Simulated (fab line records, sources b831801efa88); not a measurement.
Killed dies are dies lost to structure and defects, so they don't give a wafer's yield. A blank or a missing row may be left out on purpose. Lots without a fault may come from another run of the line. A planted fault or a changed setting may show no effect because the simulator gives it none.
Which tool did it? | flow sky130 | 24 lots, 72 wafers sampled, at 5 steps of a route of 708

WHAT THE GAUGES READ, wafer by wafer
SKY_VIA2_OVL_MEAS_13.
lot  | measured     | on         | VIA2_OVL (nm)
L074 | day 36 06:42 | overlay-02 | 2 2 7
L075 | day 36 08:46 | overlay-01 | 7 4 3
L076 | day 36 22:18 | overlay-02 | 0 1 -2
L077 | day 36 23:27 | overlay-02 | 3 -6 -1
L078 | day 37 11:12 | overlay-02 | 1 11 -3
L079 | day 37 20:55 | overlay-01 | -4 -5 -9
L080 | day 38 04:58 | overlay-02 | 2 -5 1
L081 | day 38 06:42 | overlay-01 | 0 5 8
L083 | day 39 16:00 | overlay-02 | -4 -1 2
L082 | day 39 16:56 | overlay-01 | -8 -1 -1
L085 | day 39 18:39 | overlay-01 | 12 -3 5
L084 | day 39 19:00 | overlay-01 | 1 5 -2
L086 | day 39 22:52 | overlay-01 | 1 5 9
L087 | day 40 04:42 | overlay-01 | 3 13 2
L088 | day 40 15:42 | overlay-01 | 5 1 9
L089 | day 41 01:51 | overlay-02 | 4 3 8
L090 | day 41 01:58 | overlay-01 | -7 -1 -6
L092 | day 41 11:50 | overlay-01 | -2 1 -8
L091 | day 41 12:34 | overlay-02 | -2 -2 1
L093 | day 41 18:30 | overlay-02 | 1 -10 -2
L094 | day 41 23:11 | overlay-02 | 3 -2 -1
L095 | day 42 05:39 | overlay-02 | 2 1 4
L096 | day 42 15:50 | overlay-01 | 2 3 4
L097 | day 42 18:17 | overlay-02 | -2 -2 -4

SKY_VIA2_RS_MEAS_22: measures by four-point-probe.
lot  | measured     | on            | VIA2_W_RS (ohm/sq)
L074 | day 36 07:40 | film_metro-02 | 0.273 0.268 0.269
L075 | day 36 09:43 | film_metro-01 | 0.271 0.271 0.274
L076 | day 36 23:15 | film_metro-04 | 0.268 0.269 0.267
L077 | day 37 00:23 | film_metro-04 | 0.270 0.267 0.267
L078 | day 37 12:07 | film_metro-01 | 0.275 0.276 0.270
L079 | day 37 21:50 | film_metro-01 | 0.268 0.269 0.265
L080 | day 38 05:54 | film_metro-02 | 0.272 0.267 0.270
L081 | day 38 07:41 | film_metro-02 | 0.270 0.268 0.270
L083 | day 39 16:56 | film_metro-01 | 0.270 0.268 0.270
L082 | day 39 17:52 | film_metro-02 | 0.269 0.271 0.273
L085 | day 39 19:35 | film_metro-01 | 0.268 0.267 0.269
L084 | day 39 19:55 | film_metro-02 | 0.266 0.268 0.269
L086 | day 39 23:47 | film_metro-04 | 0.275 0.281 0.277
L087 | day 40 05:37 | film_metro-02 | 0.272 0.268 0.266
L088 | day 40 16:37 | film_metro-02 | 0.270 0.268 0.266
L089 | day 41 02:46 | film_metro-01 | 0.271 0.267 0.268
L090 | day 41 02:55 | film_metro-04 | 0.270 0.269 0.268
L092 | day 41 12:49 | film_metro-01 | 0.268 0.268 0.270
L091 | day 41 13:31 | film_metro-04 | 0.269 0.267 0.270
L093 | day 41 19:28 | film_metro-01 | 0.267 0.267 0.266
L094 | day 42 00:10 | film_metro-02 | 0.267 0.268 0.268
L095 | day 42 06:37 | film_metro-02 | 0.275 0.274 0.275
L096 | day 42 16:46 | film_metro-02 | 0.272 0.270 0.268
L097 | day 42 19:14 | film_metro-04 | 0.274 0.274 0.273

SKY_CAP2M_OVL_MEAS_12.
lot  | measured     | on         | CAP2M_OVL (nm)
L074 | day 40 16:50 | overlay-02 | -0.4 -0.7 0.3
L075 | day 40 18:41 | overlay-02 | 3.3 3.6 2.8
L076 | day 41 06:20 | overlay-02 | 0.5 -1.3 -0.2
L077 | day 41 08:38 | overlay-02 | 0.3 0.8 -0.5
L078 | day 41 19:53 | overlay-02 | 2.1 1.2 0.3
L079 | day 42 03:47 | overlay-01 | -0.3 1.8 1.4
L080 | day 42 11:29 | overlay-01 | 1.5 2.8 0.8
L081 | day 42 12:41 | overlay-02 | 3.4 3.2 2.1
L083 | day 43 19:55 | overlay-01 | 1.7 0.0 2.1
L082 | day 43 22:11 | overlay-02 | 2.5 4.0 2.1
L085 | day 43 23:16 | overlay-01 | 1.5 1.3 -0.3
L084 | day 43 22:58 | overlay-02 | -1.2 0.7 -1.1
L086 | day 44 02:53 | overlay-02 | 3.4 2.0 1.5
L087 | day 44 08:49 | overlay-01 | 1.5 3.3 0.3
L088 | day 44 17:44 | overlay-01 | 1.5 0.9 1.0
L089 | day 45 03:32 | overlay-02 | 2.8 0.2 2.0
L090 | day 45 04:38 | overlay-01 | 1.2 1.2 0.5
L092 | day 45 10:14 | overlay-02 | 1.1 -2.1 0.1
L091 | day 45 11:41 | overlay-02 | 3.5 1.4 2.4
L093 | day 45 18:02 | overlay-02 | 2.5 1.5 0.4
L094 | day 45 23:38 | overlay-02 | 1.2 1.0 2.9
L095 | day 46 05:44 | overlay-01 | -1.7 -0.6 0.0
L096 | day 46 14:04 | overlay-01 | 1.1 1.2 1.4
L097 | day 46 15:10 | overlay-02 | 1.5 0.9 0.5

WHICH TOOL RAN EACH LOT (tool, then ch and the chambers of the sampled wafers, then the start)
lot  | SKY_METAL3_SPUTTER_03        | SKY_VIA3_SPUTTER_20
L074 | pvd_sputter-03, day 36 08:14 | pvd_sputter-01, day 39 16:05
L075 | pvd_sputter-04, day 36 10:16 | pvd_sputter-02, day 39 17:19
L076 | pvd_sputter-03, day 36 23:49 | pvd_sputter-01, day 40 05:23
L077 | pvd_sputter-03, day 37 00:58 | pvd_sputter-03, day 40 07:57
L078 | pvd_sputter-04, day 37 12:41 | pvd_sputter-03, day 40 18:50
L079 | pvd_sputter-01, day 37 22:23 | pvd_sputter-03, day 41 02:55
L080 | pvd_sputter-01, day 38 06:27 | pvd_sputter-03, day 41 11:37
L081 | pvd_sputter-04, day 38 08:16 | pvd_sputter-03, day 41 12:55
L083 | pvd_sputter-01, day 39 17:29 | pvd_sputter-01, day 42 20:19
L082 | pvd_sputter-04, day 39 18:26 | pvd_sputter-03, day 42 22:26
L085 | pvd_sputter-01, day 39 20:08 | pvd_sputter-02, day 42 23:22
L084 | pvd_sputter-04, day 39 20:29 | pvd_sputter-02, day 42 23:01
L086 | pvd_sputter-03, day 40 00:20 | pvd_sputter-01, day 43 03:08
L087 | pvd_sputter-03, day 40 06:11 | pvd_sputter-03, day 43 09:02
L088 | pvd_sputter-01, day 40 17:11 | pvd_sputter-01, day 43 18:41
L089 | pvd_sputter-01, day 41 03:20 | pvd_sputter-02, day 44 04:46
L090 | pvd_sputter-04, day 41 03:31 | pvd_sputter-02, day 44 05:14
L092 | pvd_sputter-01, day 41 13:22 | pvd_sputter-01, day 44 11:50
L091 | pvd_sputter-01, day 41 14:03 | pvd_sputter-01, day 44 13:26
L093 | pvd_sputter-01, day 41 20:02 | pvd_sputter-03, day 44 19:19
L094 | pvd_sputter-04, day 42 00:42 | pvd_sputter-03, day 45 00:47
L095 | pvd_sputter-01, day 42 07:11 | pvd_sputter-03, day 45 07:28
L096 | pvd_sputter-01, day 42 17:20 | pvd_sputter-03, day 45 16:09
L097 | pvd_sputter-04, day 42 19:47 | pvd_sputter-02, day 45 17:11
- SKY_METAL3_SPUTTER_03: material Ti, target thk 5 nm, time 3.3 s.
- SKY_VIA3_SPUTTER_20: material TiN, target thk 20 nm, time 80 s.

WHAT THE TOOLS THEMSELVES READ (means of the sampled wafers that have a number; where no wafer has one, the mark that the record gives instead)
SKY_METAL3_SPUTTER_03.
lot  | tool           | throttle_valve_pct (%)
L074 | pvd_sputter-03 | 30.1
L075 | pvd_sputter-04 | 30.8
L076 | pvd_sputter-03 | 29.8
L077 | pvd_sputter-03 | 29.7
L078 | pvd_sputter-04 | 30.2
L079 | pvd_sputter-01 | 31.0
L080 | pvd_sputter-01 | 30.5
L081 | pvd_sputter-04 | 29.8
L083 | pvd_sputter-01 | 30.8
L082 | pvd_sputter-04 | 30.4
L085 | pvd_sputter-01 | 31.0
L084 | pvd_sputter-04 | 29.6
L086 | pvd_sputter-03 | 30.3
L087 | pvd_sputter-03 | 30.4
L088 | pvd_sputter-01 | 30.9
L089 | pvd_sputter-01 | 31.2
L090 | pvd_sputter-04 | 29.2
L092 | pvd_sputter-01 | 31.2
L091 | pvd_sputter-01 | 30.9
L093 | pvd_sputter-01 | 31.3
L094 | pvd_sputter-04 | 29.3
L095 | pvd_sputter-01 | 30.4
L096 | pvd_sputter-01 | 31.3
L097 | pvd_sputter-04 | 29.8

SKY_VIA3_SPUTTER_20.
lot  | tool           | throttle_valve_pct (%)
L074 | pvd_sputter-01 | 31.4
L075 | pvd_sputter-02 | 29.6
L076 | pvd_sputter-01 | 30.7
L077 | pvd_sputter-03 | 29.8
L078 | pvd_sputter-03 | 30.0
L079 | pvd_sputter-03 | 30.3
L080 | pvd_sputter-03 | 30.1
L081 | pvd_sputter-03 | 29.9
L083 | pvd_sputter-01 | 31.1
L082 | pvd_sputter-03 | 29.9
L085 | pvd_sputter-02 | 29.9
L084 | pvd_sputter-02 | 29.5
L086 | pvd_sputter-01 | 30.8
L087 | pvd_sputter-03 | 30.2
L088 | pvd_sputter-01 | 30.8
L089 | pvd_sputter-02 | 29.8
L090 | pvd_sputter-02 | 29.7
L092 | pvd_sputter-01 | 31.1
L091 | pvd_sputter-01 | 31.3
L093 | pvd_sputter-03 | 29.9
L094 | pvd_sputter-03 | 30.4
L095 | pvd_sputter-03 | 30.1
L096 | pvd_sputter-03 | 30.0
L097 | pvd_sputter-02 | 29.6

THE ANSWER, worked out from the rows above alone
Rule: what is usual is taken from the lots themselves. Put in order of their means at a reading, lots are off if they are a third of the lots or fewer, leave a main group of 4 or more, and stand apart from it by a gap of 3 or more times the standard deviation of the main group's means; of several such gaps the widest counts. A main group whose means are all the same, to the digits that the tables above print for the reading, isn't used. A lot without any number at a reading at which 4 lots or more have one is off too. The other lots that the step has rows for count as sound. The gauges are gone through in route order, then the tools' own readings, and for those a lot's mean is taken as printed above. The first step at which some lot is off is used, and at that step the reading that is off furthest; a lot without a number counts as furthest.
No lot is off at any reading shown: from this, nothing can be told.

WHAT THE SIMULATOR HAD PUT IN
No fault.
